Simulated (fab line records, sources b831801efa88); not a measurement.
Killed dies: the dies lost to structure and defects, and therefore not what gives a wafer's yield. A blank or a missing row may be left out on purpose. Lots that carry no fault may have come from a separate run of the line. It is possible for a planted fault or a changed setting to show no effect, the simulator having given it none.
A struck lot beside a sound one    flow sky130    18 steps out of a route of 708
Sound: these wafers, L746.1, L746.5, L746.6. Struck: wafer L749.4; the same lot's L749.1 was not struck, so it is left out; see the end for the cause.
Order at every step that has rows: each side's tool, ch and its chambers, its first start. Under that, the readings that differ: sound wafers    struck wafers    difference of the means    sigmas: that difference in standard deviations of wafers without a fault.
alike: same words and numbers on both sides, and readings whose means sit less than 2 such deviations apart. not compared: any withheld reading, any reading some wafer has no value for, any bound like >300 that may hide the same value, and any number with overlapping values for which the record gives no deviation.
Wherever a step has rows on one side only, a row that says differs or no value, or a row with sigmas, the two part there. Non-overlapping numbers with no deviation appear without sigmas and do not part them. Lack of a reading on every wafer of one side parts them only where that side has two or more wafers.

first, 2 steps without rows for these wafers: SKY_CONTACT_PEB_12; SKY_CONTACT_DEVELOP_13 (develop time 60 s).
SKY_CONTACT_CD_MEAS_14 targets a cd of 170 nm.
  struck on cdSem-02, day 36 02:32; sound on cdSem-02, day 35 06:22
  alike: cdNm
SKY_CONTACT_OVL_MEAS_15:
  struck on overlay-01, day 36 02:39; sound on overlay-02, day 35 06:29
  alike: CONTACT_OVL
SKY_CONTACT_ETCH_16: etches BARC in N2/H2, stops on SiO2, time 45.9 s, target depth 60 nm.
  sound on rieDiel-02 ch 0,2,3, day 35 06:31; struck on rieDiel-01 ch 0, day 36 02:41
  alike: chamberPressureMTorr, drypumpMotorCurrentA, oesProductAu, throttleValvePct
  not compared: rfHoursCounterH
SKY_CONTACT_ETCH_17: etches SiO2 in C4F8/O2/Ar, stops on Si3N4, target depth 340 nm.
  sound on rieDiel-02 ch 0,2,3, day 35 06:34; struck on rieDiel-01 ch 0, day 36 02:44
reading              sound              struck  difference  sigmas
oesProductAu (a.u.)  0.890 0.884 0.888  0.898   +0.011      +2
  alike: chamberPressureMTorr
SKY_CONTACT_ETCH_18: etches Si3N4 in CHF3/O2, stops on TiN, time 39 s, target depth 75 nm.
  sound on rieDiel-02 ch 0,2,3; struck on rieDiel-01 ch 0
  alike: chamberPressureMTorr, drypumpMotorCurrentA, oesProductAu, throttleValvePct
  not compared: rfHoursCounterH
SKY_CONTACT_STRIP_19: strips in O2/N2.
  sound on plasmaAsher-01 ch 0,1, day 35 06:39; struck on plasmaAsher-01 ch 0, day 36 02:49
reading              sound              struck  difference  sigmas
oesProductAu (a.u.)  0.384 0.376 0.387  0.372   -0.010      -2
  alike: chamberPressureMTorr, drypumpMotorCurrentA, stripTimeToEndpointS
  not compared: rfHoursCounterH
then, 4 steps without rows for these wafers: SKY_CONTACT_STRIP_20 (strips in post etch residue remover, time 1200 s); SKY_CONTACT_CLEAN_21 (cleans in IPA, time 180 s); SKY_CONTACT_CLEAN_22 (cleans in O3/DIW); SKY_CONTACT_SPUTTER_23 (material TiN, target thk 20 nm, time 80 s).
SKY_CONTACT_CVD_24: deposits W, target thk 340 nm, time 102.12 s.
  sound on cvdW-01 ch 0,1, day 35 07:20; struck on cvdW-02 ch 1, day 36 03:31
reading                               sound              struck  difference  sigmas
model.W_of_CONTACT_CVD_24.thkNm (nm)  337.1 341.5 345.8  450.5   +109.0      
  alike: heaterPowerW
SKY_CONTACT_RS_MEAS_25: uses a four-point probe to measure.
  struck on filmMetro-03, day 36 03:55; sound on filmMetro-02, day 35 07:27
reading                sound              struck  difference  sigmas
CONTACT_W_RS (ohm/sq)  0.340 0.336 0.331  0.254   -0.082      -17
  not compared: hold
SKY_CONTACT_THK_MEAS_26: measures by xrf.
  struck on filmMetro-03, day 36 06:58; sound on filmMetro-02, day 35 07:34
reading             sound        struck  difference  sigmas
CONTACT_W_THK (nm)  336 340 347  460     +119        +26
  not compared: hold
SKY_CONTACT_CMP_27: polishes, stops on SiO2, t overpolish 15 s, target thk 0 nm.
  sound on cmp-01 ch 1,2,3, day 35 07:47; struck on cmp-01 ch 1, day 36 11:27
reading              sound     struck                   difference                    sigmas
hold                 - - -     awaitDispo/4.4h/release  no value on the sound wafers  
timeToEndpointS (s)  79 85 84  109                      +26                           +8
  alike: edgeZonePressureFrac, motorCurrentA
SKY_METAL1_SPUTTER_00: material Ti, target thk 15 nm, time 10 s.
  struck on pvdSputter-03, day 36 11:42; sound on pvdSputter-03, day 35 07:56
  alike: throttleValvePct
then, 1 step without rows for these wafers: SKY_PAD_OPEN_PROBE_99.

## WHERE THEY PART
Earliest at SKY_CONTACT_ETCH_17; latest, in this record, at SKY_CONTACT_CMP_27. Later steps at which nothing parts them and some readings are alike: SKY_METAL1_SPUTTER_00.

WHY: the cause the simulator had injected
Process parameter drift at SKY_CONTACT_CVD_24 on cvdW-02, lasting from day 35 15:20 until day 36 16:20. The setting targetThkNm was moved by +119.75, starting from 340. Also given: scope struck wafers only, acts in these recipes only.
